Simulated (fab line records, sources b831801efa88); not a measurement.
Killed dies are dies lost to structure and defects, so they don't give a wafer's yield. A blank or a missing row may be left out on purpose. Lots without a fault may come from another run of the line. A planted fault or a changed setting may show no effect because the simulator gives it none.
Chamber matching | flow sky130 | SKY_LI_CONTACT_ETCH_15 on rie_diel-01: 4 sister chambers
The step etches PSG in C4F8/O2/Ar, stops on Si, target depth 600 nm. 14 wafers are shown with their chamber, then 7 later ones without.

WAFERS WITH THEIR CHAMBER
wafer  | chamber | oes_product_au (a.u.)
L598.3 | 3       | 0.838
L598.4 | 2       | 0.824
L598.5 | 0       | 0.829
L600.1 | 3       | 0.836
L600.2 | 0       | 0.835
L600.4 | 1       | 0.845
L605.1 | 3       | 0.836
L605.4 | 0       | 0.841
L605.6 | 2       | 0.835
L607.1 | 1       | 0.831
L607.2 | 2       | 0.834
L607.3 | 3       | 0.831
L609.1 | 3       | 0.829
L609.2 | 0       | 0.843

SIGNATURES (means of the wafers above)
reading        | chamber 0 | chamber 1 | chamber 2 | chamber 3 | scatter within a chamber
oes_product_au | 0.83700   | 0.83800   | 0.83100   | 0.83400   | 0.00592
Rule: a wafer's distance from a chamber is the root of the sum, over the readings, of the square of ((its reading less the chamber's mean) divided by the reading's scatter). The wafer belongs to the nearest chamber; if the next one is less than 2 further off, it can't be placed. The scatter: the root of (the sum of the squares of (reading less its chamber's mean) over the shown wafers, divided by (wafers less chambers)).

WAFERS WITHOUT THEIR CHAMBER
wafer  | oes_product_au (a.u.)
L609.5 | 0.832
L612.2 | 0.840
L612.3 | 0.844
L612.6 | 0.841
L614.1 | 0.839
L614.3 | 0.836
L614.5 | 0.833

WHICH CHAMBER EACH WENT THROUGH
wafer  | from the rows above               | in truth
L609.5 | can't be placed: 2 or 3 or 0 or 1 | 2
L612.2 | can't be placed: 1 or 0 or 3 or 2 | 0
L612.3 | can't be placed: 1 or 0 or 3 or 2 | 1
L612.6 | can't be placed: 1 or 0 or 3 or 2 | 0
L614.1 | can't be placed: 1 or 0 or 3 or 2 | 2
L614.3 | can't be placed: 0 or 1 or 3 or 2 | 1
L614.5 | can't be placed: 3 or 2 or 0 or 1 | 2
Placed correctly: 0 of 7. Can't be placed from these rows: 7 (the true chamber is among the candidates in 7). Placed wrongly: 0.
